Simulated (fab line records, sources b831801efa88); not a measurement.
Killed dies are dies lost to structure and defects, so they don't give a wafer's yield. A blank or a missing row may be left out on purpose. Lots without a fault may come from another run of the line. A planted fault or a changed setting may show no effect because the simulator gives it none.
fab line records | flow gf180mcu
record lots=5 wafers=15 last_day=33
route steps=602 shown V2@406 M3@409 V3@429
lots that met no fault: from a run of the same line without faults
start_h: hours from the record's first day to the start of the lot's first wafer shown | wait_h: hours since the lot's step before | " the same as in the row above | L1.1+2: a row that stands for several wafers | - no value, or no start given | * or withheld: withheld | < > ~ a bound
route shown NAME@n: a module of which the file shows steps, and the number in the route of the first | usual: mean/standard deviation of fault-free wafers | same: alike in all rows | chamber/n: place in a boat | sites: the reading at each site | _std_site: their standard deviation | _edge_site: outer sites' mean less inner sites' | radius_mm: how far each site lies from the wafer's centre | mask NAME#n: copy n | behind: the tool/chamber that last shaped the wafer | hold: why the lot was held/for how many hours/how that ended | device: the transistor (n, p or np) that didn't switch | end of line: the same wafers' tests at the end of the route | a step without rows: its recipe alone | killed: dies lost to structure and defects at the first sort, not the wafer's yield | map: a wafer's dies, x killed, . not, _ none there
set.NAME: the setting as run; set.NAME@STEP: as run at that earlier step | model.NAME: the simulator's own value behind a step, which no gauge read
lots at some steps of the route; a table a step, a row a wafer
services: from which hour (start_h, from the record's first day; less than 0 if before it) a tool's chamber was out of use, for how many hours, and why
## steps
# step GF_V2_RS_MEAS_24
# recipe thk_meas_gauge=four-point-probe reads=W_of_V2_CVD_23+TiN_of_V2_SPUTTER_22+Ti_of_V2_SPUTTER_21
# usual V2_W_RS=0.326/0.0048
# columns lot.wafer tool chamber start_h wait_h V2_W_RS[ohm/sq]
L075.2 film_metro-02 - 483.43 0.1 0.328
L075.4 " - " " 0.332
L075.5 " - " " 0.329
L084.1 film_metro-02 - 529.84 0.1 0.324
L084.4 " - " " 0.329
L084.5 " - " " 0.330
L091.1 film_metro-01 - 587.56 0.1 0.330
L091.2 " - " " 0.331
L091.6 " - " " 0.331
L092.3 film_metro-02 - 601.01 0.1 0.320
L092.5 " - " " 0.318
L092.6 " - " " 0.328
L094.2 film_metro-01 - 615.99 0.1 0.321
L094.3 " - " " 0.319
L094.4 " - " " 0.324
# step GF_V2_THK_MEAS_25
# recipe thk_meas_gauge=xrf reads=W_of_V2_CVD_23
# usual V2_W_THK=348/6.3
# columns lot.wafer tool chamber start_h wait_h V2_W_THK[nm]
L075.2 film_metro-02 - 483.54 0.1 351
L075.4 " - " " 346
L075.5 " - " " 350
L084.1 film_metro-02 - 529.96 0.1 352
L084.4 " - " " 349
L084.5 " - " " 345
L091.1 film_metro-01 - 587.68 0.1 342
L091.2 " - " " 339
L091.6 " - " " 341
L092.3 film_metro-02 - 601.11 0.1 363
L092.5 " - " " 366
L092.6 " - " " 353
L094.2 film_metro-01 - 616.10 0.1 345
L094.3 " - " " 348
L094.4 " - " " 344
# step GF_V2_CMP_26
# recipe stop_on=SiO2 down_force_psi=3.5 platen_rpm=60 t_overpolish_s=15 target_thk_nm=0 pad_velocity_m_s=0.94248
# usual edge_zone_pressure_frac=1.001/0.0053 motor_current_A=11.2/1 overpolish_run_s=14.999/0.01 slurry_flow_ml_min=150.0/0.46 time_to_endpoint_s=85/4.3
# columns lot.wafer tool chamber start_h wait_h edge_zone_pressure_frac motor_current_A overpolish_run_s slurry_flow_ml_min time_to_endpoint_s
L075.4 cmp-01 2 483.64 0.1 1.001 10.5 15.000 149.7 82
L075.2 " 0 " " 0.995 11.6 14.997 150.6 86
L075.5 " 2 " " 1.008 10.0 14.991 149.5 84
L084.4 cmp-02 0 530.07 0.1 0.996 11.0 15.000 150.1 87
L084.1 " 2 " " 0.996 10.4 15.006 149.9 87
L084.5 " 0 " " 0.995 11.1 15.014 150.8 89
L091.1 cmp-01 3 587.79 0.1 1.005 11.2 15.022 149.9 85
L091.2 " 0 " " 1.008 11.6 14.993 149.5 79
L091.6 " 2 " " 1.002 10.2 15.004 149.7 80
L092.3 cmp-01 1 601.30 0.2 1.002 11.9 15.006 150.0 82
L092.5 " 2 " " 1.007 10.0 14.983 149.2 86
L092.6 " 3 " " 1.001 10.5 15.000 150.1 89
L094.3 cmp-02 3 616.15 0.0 0.999 13.6 15.001 150.2 81
L094.4 " 1 " " 1.005 11.9 15.018 149.5 81
L094.2 " 2 " " 1.000 10.7 15.006 150.7 78
# step GF_M3_SPUTTER_00
# recipe material=Ti target_thk_nm=37.5 arriving_ion_energy_ev=80 substrate_temp_c=200 chamber_pressure_pa=2 power_w=4000 time_s=150
# usual substrate_temp_c=200.01/0.14 throttle_valve_pct=30.7/1.3
# same time_s=150
# columns lot.wafer tool chamber start_h wait_h substrate_temp_c throttle_valve_pct
L075.2 pvd_sputter-04 - 483.89 0.1 200.13 32.3
L075.4 " - " " 200.10 30.9
L075.5 " - " " 199.83 28.7
L084.1 pvd_sputter-03 - 530.32 0.1 200.15 30.5
L084.4 " - " " 199.81 32.5
L084.5 " - " " 200.33 31.1
L091.1 pvd_sputter-03 - 588.04 0.2 200.16 30.8
L091.2 " - " " 200.10 28.7
L091.6 " - " " 199.83 28.5
L092.3 pvd_sputter-03 - 601.45 0.1 200.00 31.4
L092.5 " - " " 200.19 28.3
L092.6 " - " " 200.01 31.0
L094.2 pvd_sputter-03 - 616.45 0.1 200.26 30.9
L094.3 " - " " 199.88 31.3
L094.4 " - " " 200.17 28.7
# step GF_M3_SPUTTER_01
# recipe material=TiN target_thk_nm=30 power_w=6500 time_s=25 chamber_pressure_pa=0.4
# usual throttle_valve_pct=30.7/1.3
# same time_s=25
# columns lot.wafer tool chamber start_h wait_h throttle_valve_pct
L075.2 pvd_sputter-04 - 483.99 0.1 32.2
L075.4 " - " " 30.8
L075.5 " - " " 29.0
L084.1 pvd_sputter-03 - 530.42 0.1 30.9
L084.4 " - " " 32.0
L084.5 " - " " 31.2
L091.1 pvd_sputter-03 - 588.14 0.1 30.6
L091.2 " - " " 28.6
L091.6 " - " " 28.4
L092.3 pvd_sputter-03 - 601.55 0.1 31.5
L092.5 " - " " 28.4
L092.6 " - " " 31.2
L094.2 pvd_sputter-03 - 616.55 0.1 30.8
L094.3 " - " " 31.5
L094.4 " - " " 28.7
# step GF_M3_SPUTTER_02
# recipe material=AlCu target_thk_nm=450 power_w=10600 time_s=23.9 chamber_pressure_pa=0.4
# usual throttle_valve_pct=30.8/1.3
# same time_s=23.9
# columns lot.wafer tool chamber start_h wait_h throttle_valve_pct
L075.2 pvd_sputter-04 - 484.02 0.0 32.5
L075.4 " - " " 30.5
L075.5 " - " " 28.8
L084.1 pvd_sputter-03 - 530.45 0.0 30.5
L084.4 " - " " 32.4
L084.5 " - " " 31.4
L091.1 pvd_sputter-03 - 588.17 0.0 30.8
L091.2 " - " " 28.7
L091.6 " - " " 28.3
L092.3 pvd_sputter-03 - 601.58 0.0 31.5
L092.5 " - " " 28.8
L092.6 " - " " 31.5
L094.2 pvd_sputter-03 - 616.58 0.0 30.6
L094.3 " - " " 31.3
L094.4 " - " " 28.6
# step GF_M3_SPUTTER_03
# recipe material=Ti target_thk_nm=10 substrate_temp_c=300 chamber_pressure_pa=0.3 power_w=3000 time_s=6.7
# usual substrate_temp_c=300.03/0.2 throttle_valve_pct=30.7/1.3
# same time_s=6.7
# columns lot.wafer tool chamber start_h wait_h substrate_temp_c throttle_valve_pct
L075.2 pvd_sputter-04 - 484.05 0.0 299.91 32.5
L075.4 " - " " 300.00 31.1
L075.5 " - " " 299.83 28.8
L084.1 pvd_sputter-03 - 530.48 0.0 299.77 31.0
L084.4 " - " " 299.88 32.1
L084.5 " - " " 300.01 31.4
L091.1 pvd_sputter-03 - 588.20 0.0 299.99 30.8
L091.2 " - " " 300.48 28.7
L091.6 " - " " 300.37 28.7
L092.3 pvd_sputter-03 - 601.61 0.0 299.86 31.3
L092.5 " - " " 299.93 28.5
L092.6 " - " " 299.93 31.1
L094.2 pvd_sputter-03 - 616.61 0.0 300.05 30.7
L094.3 " - " " 299.97 31.5
L094.4 " - " " 300.29 28.4
# step GF_M3_SPUTTER_04
# recipe material=TiN target_thk_nm=50 power_w=6500 time_s=41.7 chamber_pressure_pa=0.4
# usual throttle_valve_pct=30.7/1.3
# same time_s=41.7
# columns lot.wafer tool chamber start_h wait_h throttle_valve_pct
L075.2 pvd_sputter-04 - 484.07 0.0 32.5
L075.4 " - " " 31.0
L075.5 " - " " 28.9
L084.1 pvd_sputter-03 - 530.50 0.0 31.0
L084.4 " - " " 32.6
L084.5 " - " " 31.2
L091.1 pvd_sputter-03 - 588.22 0.0 30.6
L091.2 " - " " 28.3
L091.6 " - " " 28.4
L092.3 pvd_sputter-03 - 601.63 0.0 31.5
L092.5 " - " " 28.3
L092.6 " - " " 31.3
L094.2 pvd_sputter-03 - 616.63 0.0 30.7
L094.3 " - " " 31.2
L094.4 " - " " 28.3
# step GF_M3_RS_MEAS_05
# recipe thk_meas_gauge=four-point-probe reads=TiN_of_M3_SPUTTER_04+Ti_of_M3_SPUTTER_03+AlCu_of_M3_SPUTTER_02+TiN_of_M3_SPUTTER_01+Ti_of_M3_SPUTTER_00
# usual M3_ALCU_RS=0.0696/0.00086
# columns lot.wafer tool chamber start_h wait_h M3_ALCU_RS[ohm/sq]
L075.2 film_metro-03 - 484.13 0.0 0.0684
L075.4 " - " " 0.0702
L075.5 " - " " 0.0689
L084.1 film_metro-04 - 530.54 0.0 0.0698
L084.4 " - " " 0.0708
L084.5 " - " " 0.0702
L091.1 film_metro-03 - 588.26 0.0 0.0699
L091.2 " - " " 0.0689
L091.6 " - " " 0.0689
L092.3 film_metro-04 - 601.71 0.1 0.0703
L092.5 " - " " 0.0696
L092.6 " - " " 0.0699
L094.2 film_metro-03 - 616.69 0.0 0.0710
L094.3 " - " " 0.0704
L094.4 " - " " 0.0693
# step GF_M3_THK_MEAS_06
# recipe thk_meas_gauge=xrf reads=AlCu_of_M3_SPUTTER_02
# usual M3_ALCU_THK=451/5.4
# columns lot.wafer tool chamber start_h wait_h M3_ALCU_THK[nm]
L075.2 film_metro-03 - 484.24 0.1 462
L075.4 " - " " 449
L075.5 " - " " 460
L084.1 film_metro-04 - 530.66 0.1 452
L084.4 " - " " 445
L084.5 " - " " 449
L091.1 film_metro-03 - 588.38 0.1 450
L091.2 " - " " 458
L091.6 " - " " 457
L092.3 film_metro-04 - 601.81 0.1 446
L092.5 " - " " 454
L092.6 " - " " 448
L094.2 film_metro-03 - 616.80 0.1 445
L094.3 " - " " 448
L094.4 " - " " 453
# step GF_M3_DEHYDRATE_07
# recipe temp_c=200 time_s=60
# usual exhaust_pa=44.9/0.93
# same time_s=60
# columns lot.wafer tool chamber start_h wait_h exhaust_pa
L075.2 litho_track-04 0 494.16 9.9 44.4
L075.4 " 0 " " 44.5
L075.5 " 0 " " 45.3
L084.1 litho_track-03 0 540.38 9.7 45.0
L084.4 " 0 " " 44.8
L084.5 " 0 " " 44.1
L091.1 litho_track-03 0 599.18 10.8 45.1
L091.2 " 0 " " 43.8
L091.6 " 0 " " 44.2
L092.3 litho_track-03 0 611.68 9.9 46.4
L092.5 " 0 " " 45.3
L092.6 " 0 " " 43.9
L094.2 litho_track-04 0 627.41 10.6 45.8
L094.3 " 0 " " 46.6
L094.4 " 0 " " 45.8
# step GF_M3_HMDS_08
# recipe prime_time_s=60 prime_temp_c=120
# usual exhaust_pa=45.0/0.86
# columns lot.wafer tool chamber start_h wait_h exhaust_pa
L075.2 litho_track-04 0 494.31 0.1 46.4
L075.4 " 0 " " 46.6
L075.5 " 0 " " 45.8
L084.1 litho_track-03 0 540.53 0.1 44.5
L084.4 " 0 " " 44.8
L084.5 " 0 " " 45.6
L091.1 litho_track-03 0 599.33 0.1 44.2
L091.2 " 0 " " 43.9
L091.6 " 0 " " 44.4
L092.3 litho_track-03 0 611.83 0.1 46.5
L092.5 " 0 " " 46.1
L092.6 " 0 " " 45.0
L094.2 litho_track-04 0 627.56 0.1 45.8
L094.3 " 0 " " 45.7
L094.4 " 0 " " 45.9
# step GF_M3_COAT_09
# recipe resist=KrF spin_rpm=withheld resist_thk_nm=1000
# usual exhaust_pa=44.9/0.87
# columns lot.wafer tool chamber start_h wait_h exhaust_pa
L075.2 litho_track-04 0 494.46 0.1 45.7
L075.4 " 0 " " 44.8
L075.5 " 0 " " 45.4
L084.1 litho_track-03 0 540.68 0.1 45.5
L084.4 " 0 " " 44.7
L084.5 " 0 " " 45.0
L091.1 litho_track-03 0 599.48 0.1 45.4
L091.2 " 0 " " 45.4
L091.6 " 0 " " 44.8
L092.3 litho_track-03 0 611.98 0.1 45.4
L092.5 " 0 " " 46.3
L092.6 " 0 " " 46.4
L094.2 litho_track-04 0 627.71 0.1 44.9
L094.3 " 0 " " 45.7
L094.4 " 0 " " 45.6
# step GF_M3_SOFTBAKE_10
# recipe temp_c=130 time_s=60 resist=KrF
# usual exhaust_pa=44.9/0.89
# same time_s=60
# columns lot.wafer tool chamber start_h wait_h exhaust_pa
L075.2 litho_track-04 0 494.61 0.1 43.6
L075.4 " 0 " " 44.5
L075.5 " 0 " " 45.6
L084.1 litho_track-03 0 540.83 0.1 46.3
L084.4 " 0 " " 45.9
L084.5 " 0 " " 47.0
L091.1 litho_track-03 0 599.63 0.1 45.8
L091.2 " 0 " " 43.8
L091.6 " 0 " " 44.7
L092.3 litho_track-03 0 612.13 0.1 44.6
L092.5 " 0 " " 45.6
L092.6 " 0 " " 44.7
L094.2 litho_track-04 0 627.86 0.1 44.0
L094.3 " 0 " " 44.7
L094.4 " 0 " " 44.2
# step GF_M3_EXPOSE_11
# recipe mask_id=Metal3 target_cd_nm=280 na=0.68 source_shape=conventional sigma_outer=0.6 dose_mj=28
# columns lot.wafer tool chamber start_h wait_h mask
L075.2+4+5 krf_scanner-01 0 - - Metal3#0
L084.1+4+5 krf_scanner-02 0 - - Metal3#0
L091.1+2+6 krf_scanner-01 0 - - Metal3#0
L092.3+5+6 krf_scanner-02 0 - - Metal3#0
L094.2+3+4 krf_scanner-01 0 - - Metal3#0
# step GF_M3_PEB_12
# recipe peb_temp_c=135 peb_time_s=90 resist=KrF
# usual exhaust_pa=44.9/0.92
# columns lot.wafer tool chamber start_h wait_h exhaust_pa
L075.2 litho_track-04 0 - - 44.8
L075.4 " 0 " " 45.3
L075.5 " 0 " " 44.9
L084.1 litho_track-01 0 - - 44.4
L084.4 " 0 " " 43.6
L084.5 " 0 " " 44.7
L091.1 litho_track-03 0 - - 45.8
L091.2 " 0 " " 46.1
L091.6 " 0 " " 45.1
L092.3 litho_track-04 0 - - 45.4
L092.5 " 0 " " 46.1
L092.6 " 0 " " 45.4
L094.2 litho_track-04 0 - - 45.9
L094.3 " 0 " " 45.9
L094.4 " 0 " " 45.1
# step GF_M3_DEVELOP_13
# recipe develop_time_s=60 dev_temp_c=21
# usual exhaust_pa=45.0/0.91
# columns lot.wafer tool chamber start_h wait_h exhaust_pa
L075.2 litho_track-04 0 506.01 0.2 46.8
L075.4 " 0 " " 46.0
L075.5 " 0 " " 46.4
L084.1 litho_track-01 0 552.03 0.2 46.3
L084.4 " 0 " " 46.3
L084.5 " 0 " " 44.3
L091.1 litho_track-03 0 610.08 0.2 44.7
L091.2 " 0 " " 44.1
L091.6 " 0 " " 45.3
L092.3 litho_track-04 0 623.58 0.1 44.7
L092.5 " 0 " " 45.5
L092.6 " 0 " " 44.5
L094.2 litho_track-04 0 638.91 0.2 45.8
L094.3 " 0 " " 46.0
L094.4 " 0 " " 45.0
# step GF_M3_CD_MEAS_14
# recipe target_cd_nm=280
# usual cd_nm=280.1/1.3
# columns lot.wafer tool chamber start_h wait_h cd_nm
L075.2 cd_sem-01 - 506.16 0.1 279.7
L075.4 " - " " 278.7
L075.5 " - " " 278.8
L084.1 cd_sem-01 - 552.18 0.1 279.5
L084.4 " - " " 278.9
L084.5 " - " " 279.0
L091.1 cd_sem-01 - 610.25 0.1 280.1
L091.2 " - " " 280.1
L091.6 " - " " 281.1
L092.3 cd_sem-01 - 623.72 0.1 279.7
L092.5 " - " " 280.2
L092.6 " - " " 279.7
L094.2 cd_sem-02 - 639.05 0.1 281.4
L094.3 " - " " 281.1
L094.4 " - " " 281.0
# step GF_M3_OVL_MEAS_15
# usual M3_OVL=1/5.9
# columns lot.wafer tool chamber start_h wait_h M3_OVL[nm]
L075.2 overlay-02 - 506.26 0.1 3
L075.4 " - " " 1
L075.5 " - " " -2
L084.1 overlay-01 - 552.30 0.1 0
L084.4 " - " " 0
L084.5 " - " " 4
L091.1 overlay-01 - 610.37 0.1 0
L091.2 " - " " 5
L091.6 " - " " -1
L092.3 overlay-01 - 623.82 0.1 -5
L092.5 " - " " -1
L092.6 " - " " 0
L094.2 overlay-02 - 639.16 0.1 12
L094.3 " - " " 5
L094.4 " - " " 9
# step GF_M3_METAL_ETCH_16
# recipe chemistry=Cl2/BCl3 mask_material=KrF target_depth_nm=750.8 stop_on=SiO2 pressure_mtorr=8 icp_w=800 bias_w=140 Cl2_flow_sccm=80 bcl3_flow_sccm=40 time_s=125.1
# usual drypump_motor_current_A=6.32/0.27 oes_product_au=0.992/0.0063 throttle_valve_pct=28.227/0.01
# same time_s=125.1
# columns lot.wafer tool chamber start_h wait_h drypump_motor_current_A oes_product_au rf_hours_counter_h throttle_valve_pct
L075.2 rie_metal-02 1 506.29 0.0 6.59 0.993 0 28.213
L075.4 " 0 " " 5.60 0.989 - 28.239
L075.5 " 0 " " 5.62 0.991 - 28.227
L084.1 rie_metal-01 0 552.34 0.0 6.36 0.999 6 28.230
L084.4 " 0 " " 6.36 0.983 - 28.251
L084.5 " 0 " " 6.35 0.992 - 28.227
L091.1 rie_metal-03 1 610.40 0.0 6.45 0.984 11 28.234
L091.2 " 0 " " 6.13 0.989 12 28.233
L091.6 " 0 " " 6.12 1.004 - 28.219
L092.3 rie_metal-03 1 623.93 0.1 6.47 0.993 - 28.226
L092.5 " 1 " " 6.49 0.988 - 28.231
L092.6 " 1 " " 6.47 0.998 - 28.229
L094.2 rie_metal-03 1 639.23 0.1 6.44 0.995 - 28.234
L094.3 " 1 " " 6.45 0.986 - 28.216
L094.4 " 1 " " 6.49 0.993 - 28.227
# step GF_M3_STRIP_17
# recipe chemistry=O2/N2 power_w=1400 pressure_mtorr=1500 platen_temp_c=250 o2_flow_sccm=3000 n2_flow_sccm=300 overash_fraction=0.5
# usual drypump_motor_current_A=6.06/0.091 heater_power_w=350/39 oes_product_au=0.537/0.0054 strip_time_to_endpoint_s=7.37/0.062
# columns lot.wafer tool chamber start_h wait_h drypump_motor_current_A heater_power_w oes_product_au rf_hours_counter_h strip_time_to_endpoint_s
L075.2 plasma_asher-02 0 506.42 0.1 6.21 411 0.536 35 7.35
L075.4 " 0 " " 6.20 420 0.544 - 7.46
L075.5 " 1 " " 6.04 335 0.547 - 7.45
L084.1 plasma_asher-02 0 552.60 0.2 6.20 416 0.543 40 7.40
L084.4 " 0 " " 6.20 423 0.540 - 7.46
L084.5 " 1 " " 6.05 327 0.539 - 7.43
L091.1 plasma_asher-02 1 610.53 0.1 6.06 334 0.542 46 7.39
L091.2 " 0 " " 6.20 428 0.543 46 7.34
L091.6 " 1 " " 6.03 330 0.540 - 7.37
L092.3 plasma_asher-04 0 624.13 0.2 6.00 322 0.522 - 7.37
L092.5 " 1 " " 5.99 327 0.534 - 7.36
L092.6 " 0 " " 5.99 324 0.530 - 7.33
L094.2 plasma_asher-02 1 639.45 0.2 6.02 326 0.535 49 7.36
L094.3 " 1 " " 6.02 328 0.534 - 7.36
L094.4 " 0 " " 6.22 405 0.531 - 7.35
# step GF_M3_STRIP_18
# recipe chemistry=post_etch_residue_remover time_s=1200 temp_c=72.5
# same time_s=1200
# columns lot.wafer tool chamber start_h wait_h
L075.2+4+5 wet_bench-02 2 506.52 0.1
L084.1+4+5 wet_bench-02 2 552.70 0.1
L091.1+2+6 wet_bench-04 3 610.63 0.1
L092.3+5+6 wet_bench-04 3 624.20 0.0
L094.2+3+4 wet_bench-03 3 639.55 0.1
# step GF_M3_CLEAN_19
# recipe chemistry=DIW dry=n2_spin
# columns lot.wafer tool chamber start_h wait_h
L075.2+4+5 wet_bench-03 3 506.86 0.0
L084.1+4+5 wet_bench-04 1 553.07 0.0
L091.1+2+6 wet_bench-03 1 610.97 0.0
L092.3+5+6 wet_bench-02 0 624.54 0.0
L094.2+3+4 wet_bench-04 3 639.89 0.0
# step GF_V3_CVD_00
# recipe material=SiO2 target_thk_nm=600 sigma_open_frac=0.3 temp_c=400 time_s=100 sih4_flow_sccm=60 pressure_mtorr=6
# same time_s=100
# columns lot.wafer tool chamber start_h wait_h
L075.2+4+5 hdpcvd-02 1,1,0 506.95 0.0
L084.1+4+5 hdpcvd-02 2,1,0 553.17 0.0
L091.1+2+6 hdpcvd-02 2,1,0 611.06 0.0
L092.3+5+6 hdpcvd-02 2,2,1 624.68 0.0
L094.2+3+4 hdpcvd-02 2,1,2 639.98 0.0
# step GF_V3_THK_MEAS_01
# recipe reads=SiO2_of_V3_CVD_00
# usual V3_CVD_00_THK=608/6.5
# columns lot.wafer tool chamber start_h wait_h V3_CVD_00_THK[nm]
L075.2 film_metro-04 - 507.04 0.0 602
L075.4 " - " " 611
L075.5 " - " " 608
L084.1 film_metro-04 - 553.24 0.0 616
L084.4 " - " " 607
L084.5 " - " " 613
L091.1 film_metro-02 - 611.14 0.0 620
L091.2 " - " " 613
L091.6 " - " " 617
L092.3 film_metro-01 - 624.77 0.1 607
L092.5 " - " " 611
L092.6 " - " " 601
L094.2 film_metro-01 - 640.10 0.1 605
L094.3 " - " " 602
L094.4 " - " " 608
# step GF_V3_CVD_02
# recipe material=SiO2 target_thk_nm=850 precursor=TEOS temp_c=400 time_s=94.851 rf_w=600
# usual heater_power_w=665/130
# same time_s=94.851
# columns lot.wafer tool chamber start_h wait_h heater_power_w since_wet_clean_h
L075.2 pecvd-04 1 507.09 0.0 648 332
L075.4 " 1 " " 522 -
L075.5 " 0 " " 547 -
L084.1 pecvd-04 1 553.30 0.1 593 379
L084.4 " 1 " " 611 -
L084.5 " 0 " " 458 -
L091.1 pecvd-04 0 611.20 0.1 505 437
L091.2 " 2 " " 671 437
L091.6 " 0 " " 536 -
L092.3 pecvd-02 2 624.81 0.0 703 20
L092.5 " 1 " " 721 -
L092.6 " 0 " " 694 -
L094.2 pecvd-04 1 640.15 0.0 587 466
L094.3 " 2 " " 652 466
L094.4 " 1 " " 627 -
# step GF_V3_THK_MEAS_03
# recipe reads=SiO2_of_V3_CVD_02
# usual V3_CVD_02_THK=854/12
# columns lot.wafer tool chamber start_h wait_h V3_CVD_02_THK[nm]
L075.2 film_metro-04 - 507.17 0.0 861
L075.4 " - " " 875
L075.5 " - " " 851
L084.1 film_metro-02 - 553.37 0.0 850
L084.4 " - " " 880
L084.5 " - " " 857
L091.1 film_metro-04 - 611.27 0.0 838
L091.2 " - " " 842
L091.6 " - " " 850
L092.3 film_metro-04 - 624.90 0.1 858
L092.5 " - " " 852
L092.6 " - " " 860
L094.2 film_metro-01 - 640.23 0.0 850
L094.3 " - " " 838
L094.4 " - " " 859
# step GF_V3_CMP_04
# recipe material=SiO2 down_force_psi=4 platen_rpm=60 pad_velocity_m_s=0.94248
# usual edge_zone_pressure_frac=1.000/0.0048 motor_current_A=12.4/1.1 slurry_flow_ml_min=150.0/0.44 time_to_endpoint_s=80/6.5
# columns lot.wafer tool chamber start_h wait_h edge_zone_pressure_frac motor_current_A slurry_flow_ml_min time_to_endpoint_s
L075.4 cmp-01 0 507.22 0.0 0.995 12.6 150.1 86
L075.2 " 2 " " 1.006 11.2 150.3 81
L075.5 " 0 " " 1.000 13.1 149.9 80
L084.4 cmp-01 1 553.48 0.1 1.000 13.1 150.1 91
L084.1 " 3 " " 1.001 11.1 150.8 89
L084.5 " 0 " " 0.996 11.9 150.0 88
L091.2 cmp-02 0 611.33 0.0 0.997 12.4 149.9 79
L091.1 " 3 " " 1.005 15.0 149.6 74
L091.6 " 0 " " 1.000 12.5 150.0 81
L092.3 cmp-02 2 625.09 0.2 0.994 11.6 148.9 79
L092.6 " 3 " " 0.996 14.5 150.0 78
L092.5 " 0 " " 1.009 11.9 149.6 81
L094.3 cmp-01 3 640.28 0.0 0.993 10.8 150.7 77
L094.4 " 0 " " 1.006 12.6 149.7 79
L094.2 " 2 " " 0.989 10.7 149.7 73
# step GF_V3_BOW_MEAS_05
# recipe mode=bow
# usual V3_BOW=115/9.7
# columns lot.wafer tool chamber start_h wait_h V3_BOW[um]
L075.2 film_metro-01 - 507.54 0.2 104
L075.4 " - " " 120
L075.5 " - " " 111
L084.1 film_metro-01 - 553.73 0.1 120
L084.4 " - " " 117
L084.5 " - " " 111
L091.1 film_metro-02 - 611.63 0.1 117
L091.2 " - " " 117
L091.6 " - " " 102
L092.3 film_metro-02 - 625.28 0.1 122
L092.5 " - " " 102
L092.6 " - " " 107
L094.2 film_metro-04 - 640.60 0.1 135
L094.3 " - " " 127
L094.4 " - " " 122
# step GF_V3_DEHYDRATE_06
# recipe temp_c=200 time_s=60
# usual exhaust_pa=44.9/0.95
# same time_s=60
# columns lot.wafer tool chamber start_h wait_h exhaust_pa
L075.2 litho_track-01 0 517.86 10.3 45.3
L075.4 " 0 " " 45.5
L075.5 " 0 " " 45.0
L084.1 litho_track-02 0 563.93 10.2 45.9
L084.4 " 0 " " 45.2
L084.5 " 0 " " 47.0
L091.1 litho_track-01 0 622.28 10.6 44.6
L091.2 " 0 " " 43.8
L091.6 " 0 " " 45.8
L092.3 litho_track-02 0 635.28 10.0 45.7
L092.5 " 0 " " 43.9
L092.6 " 0 " " 44.4
L094.2 litho_track-01 0 650.96 10.3 46.8
L094.3 " 0 " " 44.6
L094.4 " 0 " " 44.0
# step GF_V3_HMDS_07
# recipe prime_time_s=60 prime_temp_c=120
# usual exhaust_pa=45.1/0.94
# columns lot.wafer tool chamber start_h wait_h exhaust_pa
L075.2 litho_track-01 0 518.01 0.1 45.9
L075.4 " 0 " " 44.7
L075.5 " 0 " " 44.1
L084.1 litho_track-02 0 564.08 0.1 45.8
L084.4 " 0 " " 44.7
L084.5 " 0 " " 45.3
L091.1 litho_track-01 0 622.43 0.1 45.4
L091.2 " 0 " " 44.1
L091.6 " 0 " " 45.1
L092.3 litho_track-02 0 635.43 0.1 43.8
L092.5 " 0 " " 45.2
L092.6 " 0 " " 44.8
L094.2 litho_track-01 0 651.11 0.1 46.8
L094.3 " 0 " " 46.6
L094.4 " 0 " " 46.9
# step GF_V3_COAT_08
# recipe resist=BARC temp_c=withheld time_s=withheld spin_rpm=withheld resist_thk_nm=withheld
# usual exhaust_pa=44.9/0.92
# columns lot.wafer tool chamber start_h wait_h exhaust_pa
L075.2 litho_track-01 0 518.16 0.1 43.8
L075.4 " 0 " " 44.5
L075.5 " 0 " " 43.8
L084.1 litho_track-02 0 564.23 0.1 44.8
L084.4 " 0 " " 45.1
L084.5 " 0 " " 45.9
L091.1 litho_track-01 0 622.58 0.1 44.1
L091.2 " 0 " " 43.5
L091.6 " 0 " " 44.4
L092.3 litho_track-02 0 635.58 0.1 45.0
L092.5 " 0 " " 44.6
L092.6 " 0 " " 43.5
L094.2 litho_track-01 0 651.26 0.1 46.5
L094.3 " 0 " " 46.9
L094.4 " 0 " " 46.6
# step GF_V3_COAT_09
# recipe resist=KrF spin_rpm=withheld resist_thk_nm=1000
# usual exhaust_pa=45.0/1.1
# columns lot.wafer tool chamber start_h wait_h exhaust_pa
L075.2 litho_track-01 0 - - 44.5
L075.4 " 0 " " 45.1
L075.5 " 0 " " 43.3
L084.1 litho_track-02 0 - - 44.1
L084.4 " 0 " " 46.2
L084.5 " 0 " " 44.8
L091.1 litho_track-01 0 - - 45.4
L091.2 " 0 " " 44.3
L091.6 " 0 " " 46.4
L092.3 litho_track-02 0 - - 44.8
L092.5 " 0 " " 44.7
L092.6 " 0 " " 45.5
L094.2 litho_track-01 0 - - 44.6
L094.3 " 0 " " 45.0
L094.4 " 0 " " 43.8
## services
# columns tool chamber start_h hours kind
wet_bench-04 - 477.24 2.3 repair
pecvd-04 - 488.09 6.0 pm
pecvd-04 0 497.18 8.2 repair
cmp-02 - 498.06 4.6 pm
rie_metal-03 1 501.38 14.8 repair
krf_scanner-01 - 505.49 1.3 pm
plasma_asher-02 - 520.27 2.1 repair
pecvd-04 - 521.37 0.3 repair
pvd_sputter-04 - 523.28 0.7 repair
cmp-02 - 523.61 2.6 repair
pvd_sputter-04 - 537.10 0.6 repair
pecvd-04 - 537.74 2.8 pm
pecvd-04 2 542.31 10.0 repair
cmp-02 - 558.71 1.0 repair
pvd_sputter-04 - 562.26 9.9 repair
cmp-01 - 569.02 8.9 repair
cmp-01 - 577.90 4.0 pm
hdpcvd-02 - 585.56 0.9 repair
plasma_asher-02 - 605.57 2.5 repair
hdpcvd-02 0 620.05 27.6 repair
pvd_sputter-04 - 636.29 0.5 repair
cmp-02 - 640.18 41.1 repair
pecvd-04 1 643.63 7.0 repair
cmp-02 - 649.37 23.9 repair
## key
fault none
